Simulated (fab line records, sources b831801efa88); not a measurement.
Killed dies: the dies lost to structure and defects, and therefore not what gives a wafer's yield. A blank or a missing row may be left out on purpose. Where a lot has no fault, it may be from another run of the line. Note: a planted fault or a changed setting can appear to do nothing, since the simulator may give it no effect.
The tool behind it: which one? | flow gf180mcu | 18 wafers sampled from 6 lots at 1 step of a route of 602

== WHAT EACH GAUGE READ, for each wafer ==
GF_M4_OVL_MEAS_15.
lot  | measured     | on         | M4_OVL (nm)
L962 | day 24 17:32 | overlay-01 | -11 -9 -7
L964 | day 25 12:16 | overlay-02 | 2 -3 -1
L966 | day 26 04:19 | overlay-01 | -5 -6 -9
L969 | day 27 11:34 | overlay-01 | 12 10 4
L973 | day 28 16:08 | overlay-01 | -10 -11 -7
L981 | day 30 13:23 | overlay-01 | 4 -3 -3

== EACH LOT AND THE TOOL THAT RAN IT (in order: tool; ch and the chambers of the sampled wafers; start) ==
Before these readings, the record contains no process step.

== THE ANSWER, worked out from the rows above alone ==
Rule: what is usual is taken from the lots themselves. The widest of any qualifying gaps counts: lots, ordered by their means at a reading, are off when they make up no more than a third of the lots, leave a main group of 4 or more, and stand apart from it by 3 or more times the standard deviation of that group's means. If all means in a main group match to the digits the tables above print for the reading, that group is not used. A lot without any number at a reading at which 4 lots or more have one is off too. Any other lot the step has rows for is counted as sound.
No lot is off on any of the readings shown, so nothing can be concluded from this.

== WHAT THE SIMULATOR HAD INSERTED ==
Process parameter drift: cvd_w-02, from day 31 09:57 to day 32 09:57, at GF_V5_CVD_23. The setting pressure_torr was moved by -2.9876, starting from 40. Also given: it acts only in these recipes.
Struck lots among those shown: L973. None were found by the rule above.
